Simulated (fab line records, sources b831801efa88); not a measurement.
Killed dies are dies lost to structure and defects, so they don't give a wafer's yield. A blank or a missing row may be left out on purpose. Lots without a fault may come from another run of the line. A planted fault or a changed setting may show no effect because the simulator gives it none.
Which tool did it? | flow gf180mcu | 7 lots, 21 wafers sampled, at 1 step of a route of 602

WHAT THE GAUGES READ, wafer by wafer
GF_VT_IMPLANT_OVL_MEAS_18.
lot  | measured     | on         | VT_IMPLANT_01_OVL (nm)
L561 | day 6 20:36  | overlay-01 | -0.9 -0.9 0.4
L564 | day 7 13:56  | overlay-02 | -0.4 -1.4 2.2
L568 | day 8 14:35  | overlay-02 | -2.6 -2.3 0.0
L573 | day 9 22:43  | overlay-01 | -2.6 -1.8 -0.5
L579 | day 11 10:49 | overlay-02 | 2.4 1.2 1.0
L581 | day 11 22:52 | overlay-02 | -0.2 2.0 1.3
L583 | day 12 16:23 | overlay-01 | 0.1 -0.8 -0.4

WHICH TOOL RAN EACH LOT (tool, then ch and the chambers of the sampled wafers, then the start)
The record holds no process step before these readings.

THE ANSWER, worked out from the rows above alone
Rule: what is usual is taken from the lots themselves. Put in order of their means at a reading, lots are off if they are a third of the lots or fewer, leave a main group of 4 or more, and stand apart from it by a gap of 3 or more times the standard deviation of the main group's means; of several such gaps the widest counts. A main group whose means are all the same, to the digits that the tables above print for the reading, isn't used. A lot without any number at a reading at which 4 lots or more have one is off too. The other lots that the step has rows for count as sound.
No lot is off at any reading shown: from this, nothing can be told.

WHAT THE SIMULATOR HAD PUT IN
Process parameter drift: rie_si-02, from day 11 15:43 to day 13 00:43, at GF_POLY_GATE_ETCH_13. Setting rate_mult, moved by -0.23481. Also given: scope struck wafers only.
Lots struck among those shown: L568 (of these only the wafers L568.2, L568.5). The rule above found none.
